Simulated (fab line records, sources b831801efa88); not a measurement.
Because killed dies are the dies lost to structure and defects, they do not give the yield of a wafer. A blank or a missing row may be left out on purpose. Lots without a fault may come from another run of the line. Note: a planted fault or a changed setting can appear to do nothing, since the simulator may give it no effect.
The tool behind it: which one? -- flow sky130 -- 15 lots with 45 wafers sampled at 4 steps, on a route of 708 steps

== WHAT THE GAUGES SHOWED, per wafer ==
SKY_VT_ADJUST_HVTR_OVL_MEAS_08. Usual: for VT_ADJUST_HVTR_OVL the level is -0.6 nm and the standard deviation is 1.5.
lot,measured,on,VT_ADJUST_HVTR_OVL (nm),flag
L526,day 10 03:56,overlay-02,-1.3 -0.4 -0.3,
L527,day 10 04:42,overlay-02,-2.9 0.5 1.0,
L528,day 11 02:04,overlay-01,2.9 4.1 2.6,
L529,day 11 02:21,overlay-02,-1.4 -1.5 -1.0,
L530,day 11 05:26,overlay-01,2.1 0.3 -0.6,
L531,day 11 13:11,overlay-02,-1.5 -1.5 -3.5,
L534,day 11 20:09,overlay-01,-2.9 -3.9 -2.1,
L540,day 13 19:31,overlay-02,0.2 0.8 -0.7,
L541,day 14 04:12,overlay-02,-1.7 -2.8 -1.0,
L542,day 14 11:53,overlay-02,0.7 1.1 -0.5,
L543,day 14 16:12,overlay-02,1.0 0.3 0.1,
L544,day 14 22:28,overlay-01,-2.3 -0.9 -1.2,
L545,day 15 09:43,overlay-01,0.6 1.1 1.3,
L546,day 15 23:51,overlay-02,-0.3 0.2 0.5,
L548,day 16 13:24,overlay-01,0.2 -1.0 0.2,

SKY_SONOS_ONO_THK_MEAS_05. Usual: for SONOS_ONO_CVD_04_THK the level is 5.63 nm and the standard deviation is 0.093.
lot,measured,on,SONOS_ONO_CVD_04_THK (nm),flag
L526,day 12 08:49,filmMetro-03,5.82 5.72 5.76,
L527,day 12 08:49,filmMetro-04,5.55 5.42 5.48,
L528,day 13 09:38,filmMetro-04,5.51 5.65 5.61,
L529,day 13 09:38,filmMetro-03,5.71 5.61 5.66,
L530,day 13 20:05,filmMetro-03,5.65 5.62 5.56,
L531,day 13 21:20,filmMetro-03,5.57 5.66 5.78,
L534,day 14 02:47,filmMetro-04,5.53 5.66 5.58,
L540,day 16 07:47,filmMetro-02,5.62 5.47 5.48,
L541,day 16 16:05,filmMetro-04,5.66 5.66 5.69,
L542,day 17 02:16,filmMetro-03,5.54 5.55 5.54,
L543,day 17 05:07,filmMetro-02,5.61 5.68 5.61,
L544,day 17 14:00,filmMetro-04,5.71 5.63 5.71,
L545,day 17 22:10,filmMetro-04,5.62 5.65 5.61,
L546,day 18 16:07,filmMetro-02,5.51 5.47 5.38,
L548,day 19 06:20,filmMetro-04,5.66 5.63 5.75,

SKY_POLY_GATE_OVL_MEAS_14. Usual: for POLY_GATE_OVL the level is 3 nm and the standard deviation is 4.5.
lot,measured,on,POLY_GATE_OVL (nm),flag
L526,day 17 03:20,overlay-01,2 3 0,
L527,day 17 04:44,overlay-02,1 6 7,
L528,day 18 09:56,overlay-02,6 5 3,
L529,day 18 10:04,overlay-01,7 1 -1,
L540,day 21 15:16,overlay-01,5 4 6,
L541,day 22 00:47,overlay-02,1 0 -2,
L542,day 22 09:14,overlay-02,5 0 -3,
L543,day 22 11:43,overlay-02,4 -3 5,
L544,day 22 23:05,overlay-01,1 7 -1,
L545,day 23 08:17,overlay-02,4 4 2,
L546,day 23 23:13,overlay-02,10 8 8,
L548,day 24 15:20,overlay-02,-1 1 6,

== TOOL THAT RAN EACH LOT (tool first, then ch and the chambers of the sampled wafers, then the start) ==
lot,SKY_GATE_OXIDE_WET_ETCH_12
L526,"wetBench-01 ch 2, day 14 14:25"
L527,"wetBench-02 ch 3, day 14 14:30"
L528,"wetBench-01 ch 1, day 15 15:55"
L529,"wetBench-01 ch 3, day 15 16:27"
L530,"wetBench-01 ch 3, day 16 03:06"
L531,"wetBench-01 ch 1, day 16 07:10"
L534,"wetBench-01 ch 2, day 16 14:57"
L540,"wetBench-02 ch 3, day 18 20:43"
L541,"wetBench-04 ch 2, day 19 05:52"
L542,"wetBench-02 ch 1, day 19 15:55"
L543,"wetBench-04 ch 3, day 19 18:10"
L544,"wetBench-01 ch 3, day 20 04:51"
L545,"wetBench-04 ch 3, day 20 14:04"
L546,"wetBench-01 ch 0, day 21 07:28"
L548,"wetBench-04 ch 0, day 21 22:01"
- SKY_GATE_OXIDE_WET_ETCH_12: etches SiO2 in dHF, target depth 16.8 nm, time 336 s.

== WHAT THE TOOLS THEMSELVES READ (means of the sampled wafers that have a number; where no wafer has one, the mark that the record gives instead) ==
SKY_GATE_OXIDE_WET_ETCH_12. Usual: runLengthS reads 363 s (standard deviation 3.3).
lot,tool,runLengthS (s),flag
L526,wetBench-01,361,
L527,wetBench-02,370,
L528,wetBench-01,360,
L529,wetBench-01,362,
L530,wetBench-01,156,OFF
L531,wetBench-01,156,OFF
L534,wetBench-01,156,OFF
L540,wetBench-02,362,
L541,wetBench-04,361,
L542,wetBench-02,361,
L543,wetBench-04,362,
L544,wetBench-01,369,
L545,wetBench-04,363,
L546,wetBench-01,362,
L548,wetBench-04,361,

== THE ANSWER, worked out from the rows above alone ==
Rule: take the mean of a lot's wafers that have a number; if it is more than 3 standard deviations from the usual mean, the lot is off. A lot without any number at a reading at which 4 lots or more have one is off too. All remaining lots with rows at the step are treated as sound. The gauges are gone through in route order, then the tools' own readings, and for those a lot's mean is taken as printed above. The first step at which some lot is off is used, and at that step the reading that is off furthest; a lot without a number counts as furthest.
Off: L530, L531, L534 (SKY_GATE_OXIDE_WET_ETCH_12, runLengthS).
A tool fits if, at that step or a process step before it, it ran every lot that is off, and no sound lot after the first of them. None of those tried fits.

== WHAT THE SIMULATOR PUT IN ==
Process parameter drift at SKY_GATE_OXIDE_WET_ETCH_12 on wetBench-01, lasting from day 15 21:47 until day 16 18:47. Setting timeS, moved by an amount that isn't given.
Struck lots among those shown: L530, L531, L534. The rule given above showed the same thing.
